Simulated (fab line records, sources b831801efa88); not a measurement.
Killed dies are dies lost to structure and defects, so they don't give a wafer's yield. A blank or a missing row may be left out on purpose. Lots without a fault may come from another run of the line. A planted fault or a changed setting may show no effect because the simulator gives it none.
Which tool did it? | flow sfq_line | 7 lots, 21 wafers sampled, at 6 steps of a route of 325

WHAT THE GAUGES READ, wafer by wafer
SFQ_M3_RS_MEAS_919: measures by four-point-probe.
lot  | measured     | on            | M3_NB_RS (ohm/sq)
L929 | day 31 08:17 | film_metro-01 | 0.889 0.904 0.896
L934 | day 33 17:03 | film_metro-03 | 0.891 0.890 0.891
L937 | day 34 21:43 | film_metro-03 | 0.877 0.884 0.893
L940 | day 36 05:17 | film_metro-02 | 0.893 0.891 0.884
L943 | day 36 20:53 | film_metro-01 | 0.887 0.892 0.893
L947 | day 38 07:57 | film_metro-01 | 0.898 0.875 0.885
L949 | day 46 17:34 | film_metro-02 | 0.902 0.890 0.881

WHICH TOOL RAN EACH LOT (tool, then ch and the chambers of the sampled wafers, then the start)
lot  | SFQ_TRILAYER_I2_DEP_PECVD_063   | SFQ_TRILAYER_I2_CMP_CMP_064   | SFQ_TRILAYER_I2_METRO_MEASURE_065 | SFQ_TRILAYER_I2_VIA_ETCH_VIA_ETCH_070 | SFQ_TRILAYER_M3_DEP_SPUTTER_073
L929 | pecvd-01 ch 0,1,2, day 30 22:56 | cmp-01 ch 0,2, day 30 23:01   | film_metro-02, day 31 02:32       | rie_diel-02 ch 0,2, day 31 07:14      | pvd_sputter-06, day 31 08:10
L934 | pecvd-01 ch 0,2, day 33 09:19   | cmp-02 ch 1,3, day 33 09:54   | film_metro-03, day 33 12:31       | rie_diel-03 ch 0,1,2, day 33 16:03    | pvd_sputter-05, day 33 16:58
L937 | pecvd-01 ch 1,2, day 34 11:19   | cmp-01 ch 0,2,3, day 34 13:11 | film_metro-03, day 34 16:21       | rie_diel-04 ch 0,2, day 34 20:43      | pvd_sputter-06, day 34 21:37
L940 | pecvd-03 ch 0,1,2, day 35 12:55 | cmp-01 ch 0,1,2, day 35 15:23 | film_metro-02, day 35 17:43       | rie_diel-04 ch 0,1,3, day 36 04:15    | pvd_sputter-05, day 36 05:10
L943 | pecvd-04 ch 0,1,2, day 36 09:02 | cmp-02 ch 1,2, day 36 13:40   | film_metro-04, day 36 16:53       | rie_diel-04 ch 0,3, day 36 19:49      | pvd_sputter-05, day 36 20:44
L947 | pecvd-03 ch 0,1, day 37 10:18   | cmp-01 ch 2,3, day 37 23:23   | film_metro-03, day 38 02:43       | rie_diel-02 ch 0,3, day 38 06:56      | pvd_sputter-06, day 38 07:50
L949 | pecvd-04 ch 1,2, day 40 20:08   | cmp-01 ch 1,2, day 41 03:50   | film_metro-04, day 41 07:21       | rie_diel-02 ch 1,2,3, day 46 16:30    | pvd_sputter-05, day 46 17:26
- SFQ_TRILAYER_I2_DEP_PECVD_063: deposits SiO2 from SiH4/N2O, time 111.11 s, target thk 500 nm.
- SFQ_TRILAYER_I2_CMP_CMP_064: polishes SiO2.
- SFQ_TRILAYER_I2_METRO_MEASURE_065
- SFQ_TRILAYER_I2_VIA_ETCH_VIA_ETCH_070: etches SiO2 in CHF3, stops on Nb, target depth 260 nm.
- SFQ_TRILAYER_M3_DEP_SPUTTER_073: material Nb, target thk 200 nm, time 133.3 s.

THE ANSWER, worked out from the rows above alone
Rule: what is usual is taken from the lots themselves. Put in order of their means at a reading, lots are off if they are a third of the lots or fewer, leave a main group of 4 or more, and stand apart from it by a gap of 3 or more times the standard deviation of the main group's means; of several such gaps the widest counts. A main group whose means are all the same, to the digits that the tables above print for the reading, isn't used. A lot without any number at a reading at which 4 lots or more have one is off too. The other lots that the step has rows for count as sound.
No lot is off at any reading shown: from this, nothing can be told.

WHAT THE SIMULATOR HAD PUT IN
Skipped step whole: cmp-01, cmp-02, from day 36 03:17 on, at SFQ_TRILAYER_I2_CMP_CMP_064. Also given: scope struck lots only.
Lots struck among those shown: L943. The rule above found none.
